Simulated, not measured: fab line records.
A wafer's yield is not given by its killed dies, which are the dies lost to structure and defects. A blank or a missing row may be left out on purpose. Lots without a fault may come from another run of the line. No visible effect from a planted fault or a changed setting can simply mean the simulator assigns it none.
Matching of chambers :: flow gf180mcu :: GF_V1_CMP_04 on cmp-01: 4 sister chambers
The step polishes SiO2. 14 wafers are shown with their chamber, then 7 later ones without.

WAFERS WITH THEIR CHAMBER
wafer: L468.2
chamber: 0
motor_current_A (A): 12.6
time_to_endpoint_s (s): 74

wafer: L468.3
chamber: 1
motor_current_A (A): 13.5
time_to_endpoint_s (s): 77

wafer: L468.6
chamber: 3
motor_current_A (A): 15.0
time_to_endpoint_s (s): 75

wafer: L470.1
chamber: 0
motor_current_A (A): 12.3
time_to_endpoint_s (s): 77

wafer: L470.3
chamber: 3
motor_current_A (A): 14.9
time_to_endpoint_s (s): 72

wafer: L470.5
chamber: 3
motor_current_A (A): 14.1
time_to_endpoint_s (s): 73

wafer: L471.1
chamber: 1
motor_current_A (A): 13.7
time_to_endpoint_s (s): 80

wafer: L471.2
chamber: 0
motor_current_A (A): 12.2
time_to_endpoint_s (s): 81

wafer: L471.5
chamber: 2
motor_current_A (A): 13.9
time_to_endpoint_s (s): 84

wafer: L472.1
chamber: 0
motor_current_A (A): 12.7
time_to_endpoint_s (s): 74

wafer: L472.5
chamber: 3
motor_current_A (A): 14.3
time_to_endpoint_s (s): 79

wafer: L472.6
chamber: 2
motor_current_A (A): 14.0
time_to_endpoint_s (s): 76

wafer: L473.2
chamber: 2
motor_current_A (A): 14.6
time_to_endpoint_s (s): 79

wafer: L473.3
chamber: 3
motor_current_A (A): 14.2
time_to_endpoint_s (s): 89

SIGNATURES, as means of the wafers listed above
reading: motor_current_A
chamber 0: 12.450
chamber 1: 13.600
chamber 2: 14.167
chamber 3: 14.500
scatter within a chamber: 0.343

reading: time_to_endpoint_s
chamber 0: 76.50
chamber 1: 78.50
chamber 2: 79.67
chamber 3: 77.60
scatter within a chamber: 5.11
Rule: distance of a wafer from a chamber = root of the sum over the readings of ((wafer's reading minus chamber's mean) / reading's scatter) squared. If the next closest chamber is less than 2 further off than the closest, the wafer can't be placed; otherwise it belongs to the closest. How the scatter is found: for the shown wafers, subtract from each reading the mean of its chamber, square and add these, divide the total by (wafers less chambers), then take the root.

WAFERS WITHOUT THEIR CHAMBER
wafer: L473.6
motor_current_A (A): 13.1
time_to_endpoint_s (s): 89

wafer: L480.1
motor_current_A (A): 14.8
time_to_endpoint_s (s): 70

wafer: L480.3
motor_current_A (A): 13.8
time_to_endpoint_s (s): 64

wafer: L480.6
motor_current_A (A): 12.4
time_to_endpoint_s (s): 74

wafer: L487.2
motor_current_A (A): 13.4
time_to_endpoint_s (s): 78

wafer: L487.3
motor_current_A (A): 14.8
time_to_endpoint_s (s): 77

wafer: L487.6
motor_current_A (A): 13.8
time_to_endpoint_s (s): 78

WHICH CHAMBER EACH WENT THROUGH
wafer: L473.6
from the rows above: can't be placed: 1 or 0 or 2
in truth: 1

wafer: L480.1
from the rows above: can't be placed: 3 or 2
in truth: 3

wafer: L480.3
from the rows above: can't be placed: 1 or 2 or 3 or 0
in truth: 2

wafer: L480.6
from the rows above: 0
in truth: 0

wafer: L487.2
from the rows above: can't be placed: 1 or 2
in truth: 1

wafer: L487.3
from the rows above: can't be placed: 3 or 2
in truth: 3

wafer: L487.6
from the rows above: can't be placed: 1 or 2 or 3
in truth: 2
1 of 7 placed correctly. From these rows, 6 cannot be placed; in 6 the true chamber is one of the candidates. Number placed wrongly: 0.
